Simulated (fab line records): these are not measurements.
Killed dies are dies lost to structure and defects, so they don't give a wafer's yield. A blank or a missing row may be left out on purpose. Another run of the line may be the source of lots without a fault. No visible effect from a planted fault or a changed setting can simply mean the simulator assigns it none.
Which tool did it? | flow gf180mcu | Sampling: 15 lots, 45 wafers, 6 of 602 route steps

## WHAT THE GAUGES SHOWED, per wafer
GF_STI_THK_MEAS_22.
lot  | measured    | on            | STI_OXIDATION_01_THK (nm)
L380 | day 2 03:42 | film metro-03 | 15.02 14.86 14.85
L381 | day 2 08:53 | film metro-03 | 15.15 15.46 15.25
L382 | day 2 13:46 | film metro-04 | 15.37 15.62 15.18
L384 | day 2 23:58 | film metro-04 | 14.99 15.07 14.84
L385 | day 3 04:39 | film metro-03 | 14.91 14.87 15.05
L386 | day 3 11:31 | film metro-01 | 14.45 14.61 14.38
L393 | day 4 23:27 | film metro-01 | 15.18 15.38 14.96
L394 | day 5 02:05 | film metro-01 | 15.22 15.29 14.91
L395 | day 5 12:53 | film metro-01 | 15.37 15.40 15.13
L396 | day 5 16:39 | film metro-01 | 15.13 14.90 15.00
L397 | day 5 18:01 | film metro-03 | 15.30 15.28 15.23
L398 | day 6 00:20 | film metro-03 | 14.72 15.17 14.65
L399 | day 6 08:47 | film metro-03 | 15.10 14.93 15.28
L401 | day 6 15:44 | film metro-01 | 14.74 14.83 14.77
L402 | day 6 20:55 | film metro-03 | 14.93 14.97 15.11

GF_VT_IMPLANT_TW_MEAS_10.
lot  | measured     | on            | VT_IMPLANT_TW
L380 | day 5 15:44  | film metro-02 | 566 569 568
L381 | day 5 22:32  | film metro-03 | 573 568 570
L382 | day 6 04:10  | film metro-03 | 571 573 569
L384 | day 6 18:14  | film metro-03 | 30 30 30
L385 | day 6 22:17  | film metro-04 | 29 29 29
L386 | day 7 05:57  | film metro-02 | 30 30 30
L393 | day 9 01:41  | film metro-02 | 571 568 569
L394 | day 9 05:34  | film metro-03 | 565 566 568
L395 | day 9 18:13  | film metro-03 | 566 567 568
L396 | day 9 21:39  | film metro-02 | 568 570 570
L397 | day 10 00:37 | film metro-02 | 568 567 571
L398 | day 10 10:47 | film metro-03 | 568 570 568
L399 | day 10 19:02 | film metro-04 | 549 549 552
L401 | day 11 02:08 | film metro-04 | 554 554 552
L402 | day 11 08:21 | film metro-03 | 568 566 567

GF_VT_IMPLANT_RS_MEAS_46: the measuring method here is four-point-probe.
lot  | measured     | on            | MVSD_RS (ohm/sq)
L380 | day 7 13:45  | film metro-04 | 457.6 457.4 456.7
L381 | day 7 21:35  | film metro-01 | 455.3 456.1 455.6
L382 | day 8 04:56  | film metro-02 | 456.3 456.1 457.2
L384 | day 8 19:59  | film metro-02 | 455.1 454.9 454.4
L385 | day 9 00:16  | film metro-02 | 456.7 457.3 456.6
L386 | day 9 08:30  | film metro-01 | 456.7 454.8 457.3
L393 | day 11 07:59 | film metro-04 | 456.4 455.6 454.9
L394 | day 11 12:20 | film metro-04 | 456.1 455.6 453.9
L395 | day 12 02:47 | film metro-02 | 456.3 456.1 456.1
L396 | day 12 06:20 | film metro-02 | 457.3 457.1 457.3
L397 | day 12 09:20 | film metro-01 | 456.5 457.0 456.0
L398 | day 12 20:53 | film metro-01 | 457.3 456.7 455.8
L399 | day 13 05:35 | film metro-02 | 456.6 456.9 457.1
L401 | day 13 13:37 | film metro-02 | 455.8 455.8 455.9
L402 | day 13 20:21 | film metro-02 | 456.4 455.1 455.7

GF_POLY_GATE_CD_MEAS_10: the cd target is 280 nm.
lot  | measured     | on        | cd nm (nm)
L380 | day 9 04:09  | cd sem-01 | 280.7 280.8 279.9
L381 | day 9 13:37  | cd sem-01 | 278.6 278.5 279.6
L382 | day 9 21:04  | cd sem-02 | 280.5 282.0 281.7
L384 | day 10 12:27 | cd sem-02 | 281.0 280.9 280.0
L385 | day 10 19:28 | cd sem-02 | 281.3 280.0 280.5
L386 | day 11 02:35 | cd sem-01 | 279.4 278.6 278.4
L393 | day 13 05:08 | cd sem-02 | 280.6 282.0 279.6
L394 | day 13 11:47 | cd sem-02 | 279.6 279.0 280.2
L395 | day 14 02:16 | cd sem-01 | 281.3 282.5 281.2
L396 | day 14 07:01 | cd sem-01 | 283.1 282.4 281.6
L397 | day 14 11:07 | cd sem-02 | 278.3 277.9 279.6
L398 | day 14 20:37 | cd sem-01 | 279.6 279.3 277.9
L399 | day 15 07:08 | cd sem-01 | 283.5 282.5 282.5
L401 | day 15 12:34 | cd sem-02 | 281.3 281.7 280.9
L402 | day 15 20:03 | cd sem-01 | 278.8 279.0 280.0

## WHICH TOOL RAN EACH LOT (tool, then ch and the chambers of the sampled wafers, then the start)
lot  | GF_MVPSD_STRIP_10                    | GF_VT_IMPLANT_STRIP_09
L380 | plasma asher-03 ch 0,1, day 5 01:30  | plasma asher-02 ch 0,1, day 5 15:38
L381 | plasma asher-01 ch 0,1, day 5 07:44  | plasma asher-02 ch 0,1, day 5 22:26
L382 | plasma asher-01 ch 0,1, day 5 13:36  | plasma asher-02 ch 1, day 6 04:03
L384 | plasma asher-01 ch 0,1, day 6 02:36  | plasma asher-03 ch 0,1, day 6 18:08
L385 | plasma asher-01 ch 0, day 6 07:05    | plasma asher-03 ch 0,1, day 6 22:11
L386 | plasma asher-04 ch 0,1, day 6 14:36  | plasma asher-03 ch 0,1, day 7 05:51
L393 | plasma asher-01 ch 0,1, day 8 08:35  | plasma asher-03 ch 0,1, day 9 01:35
L394 | plasma asher-01 ch 0,1, day 8 12:31  | plasma asher-01 ch 0,1, day 9 05:29
L395 | plasma asher-04 ch 0,1, day 9 00:44  | plasma asher-03 ch 0,1, day 9 18:06
L396 | plasma asher-04 ch 0,1, day 9 03:27  | plasma asher-01 ch 0,1, day 9 21:33
L397 | plasma asher-04 ch 0, day 9 06:33    | plasma asher-03 ch 0,1, day 10 00:30
L398 | plasma asher-03 ch 0,1, day 9 16:42  | plasma asher-01 ch 0,1, day 10 10:41
L399 | plasma asher-01 ch 0,1, day 10 01:00 | plasma asher-02 ch 0,1, day 10 18:56
L401 | plasma asher-01 ch 0,1, day 10 07:51 | plasma asher-01 ch 0,1, day 11 02:02
L402 | plasma asher-01 ch 1, day 10 14:02   | plasma asher-03 ch 0,1, day 11 08:15
- GF_MVPSD_STRIP_10: strips in O2/N2.
- GF_VT_IMPLANT_STRIP_09: strips in O2/N2.

## AS READ BY THE TOOLS THEMSELVES (means over the sampled wafers that have a number; for cases with no such wafer, the mark the record gives instead)
GF_MVPSD_STRIP_10.
lot  | tool            | chamber pressure mTorr (mTorr) | drypump motor current A (A) | heater power w (W) | oes product au (a.u.) | strip time to endpoint s (s)
L380 | plasma asher-03 | 1499.5                         | 5.3                         | 311                | 0.718                 | 36.88
L381 | plasma asher-01 | 1500.0                         | 6.2                         | 335                | 0.721                 | 36.87
L382 | plasma asher-01 | 1499.6                         | 6.2                         | 326                | 0.727                 | 37.01
L384 | plasma asher-01 | -                              | -                           | -                  | -                     | -
L385 | plasma asher-01 | -                              | -                           | -                  | -                     | -
L386 | plasma asher-04 | -                              | -                           | -                  | -                     | -
L393 | plasma asher-01 | 1500.4                         | 6.2                         | 335                | 0.725                 | 37.03
L394 | plasma asher-01 | 1501.0                         | 6.2                         | 337                | 0.724                 | 36.90
L395 | plasma asher-04 | 1501.4                         | 5.5                         | 329                | 0.721                 | 37.05
L396 | plasma asher-04 | 1499.0                         | 5.8                         | 334                | 0.727                 | 36.92
L397 | plasma asher-04 | 1499.6                         | 5.3                         | 321                | 0.722                 | 36.97
L398 | plasma asher-03 | 1499.4                         | 5.3                         | 316                | 0.721                 | 36.92
L399 | plasma asher-01 | 1501.0                         | 6.2                         | 337                | 0.722                 | 36.88
L401 | plasma asher-01 | 1500.5                         | 6.1                         | 322                | 0.726                 | 37.04
L402 | plasma asher-01 | 1499.4                         | 6.0                         | 318                | 0.722                 | 36.94

GF_VT_IMPLANT_STRIP_09.
lot  | tool            | chamber pressure mTorr (mTorr) | drypump motor current A (A) | heater power w (W) | oes product au (a.u.) | strip time to endpoint s (s)
L380 | plasma asher-02 | 1500.5                         | 4.9                         | 316                | 0.714                 | 12.648
L381 | plasma asher-02 | 1500.0                         | 5.0                         | 316                | 0.716                 | 12.659
L382 | plasma asher-02 | 1499.3                         | 5.4                         | 369                | 0.720                 | 12.647
L384 | plasma asher-03 | 1500.1                         | 5.3                         | 320                | 0.724                 | 57.478
L385 | plasma asher-03 | 1500.7                         | 5.3                         | 314                | 0.730                 | 57.137
L386 | plasma asher-03 | 1500.7                         | 5.3                         | 311                | 0.731                 | 57.283
L393 | plasma asher-03 | 1499.3                         | 5.5                         | 306                | 0.718                 | 12.677
L394 | plasma asher-01 | 1501.4                         | 6.2                         | 338                | 0.718                 | 12.656
L395 | plasma asher-03 | 1499.8                         | 5.3                         | 316                | 0.722                 | 12.662
L396 | plasma asher-01 | 1498.9                         | 6.2                         | 337                | 0.717                 | 12.606
L397 | plasma asher-03 | 1501.6                         | 5.5                         | 303                | 0.718                 | 12.623
L398 | plasma asher-01 | 1500.2                         | 6.2                         | 337                | 0.715                 | 12.634
L399 | plasma asher-02 | 1500.2                         | 4.9                         | 318                | 0.718                 | 12.635
L401 | plasma asher-01 | 1500.2                         | 6.1                         | 331                | 0.719                 | 12.649
L402 | plasma asher-03 | 1499.8                         | 5.3                         | 308                | 0.720                 | 12.684

## THE ANSWER, worked out from the rows above alone
Rule: the lots themselves supply what counts as usual. The widest of any qualifying gaps counts: lots, ordered by their means at a reading, are off when they make up no more than a third of the lots, leave a main group of 4 or more, and stand apart from it by 3 or more times the standard deviation of that group's means. The tables above print the reading to a certain number of digits; a main group whose means all agree to those digits is not used. A lot without any number at a reading at which 4 lots or more have one is off too. Any other lot the step has rows for is counted as sound. First the gauges in route order, then the tools' own readings, where a lot's mean is used as printed above. The first step at which some lot is off is used, and at that step the reading that is off furthest; a lot without a number counts as furthest.
Off: L384, L385, L386, at GF_VT_IMPLANT_TW_MEAS_10 (VT_IMPLANT_TW). The main group has a mean of 566 with a standard deviation of 6.5.
If a tool, at a process step before that reading, ran all the lots that are off and no sound lot after the first of them, it fits. The gauges at GF_VT_IMPLANT_TW_MEAS_10 aren't tried: what is off there is off at GF_MVPSD_STRIP_10 too, on other tools, and a gauge's error can't cause that. Not one of the candidates tried fits.

## WHAT THE SIMULATOR PUT IN
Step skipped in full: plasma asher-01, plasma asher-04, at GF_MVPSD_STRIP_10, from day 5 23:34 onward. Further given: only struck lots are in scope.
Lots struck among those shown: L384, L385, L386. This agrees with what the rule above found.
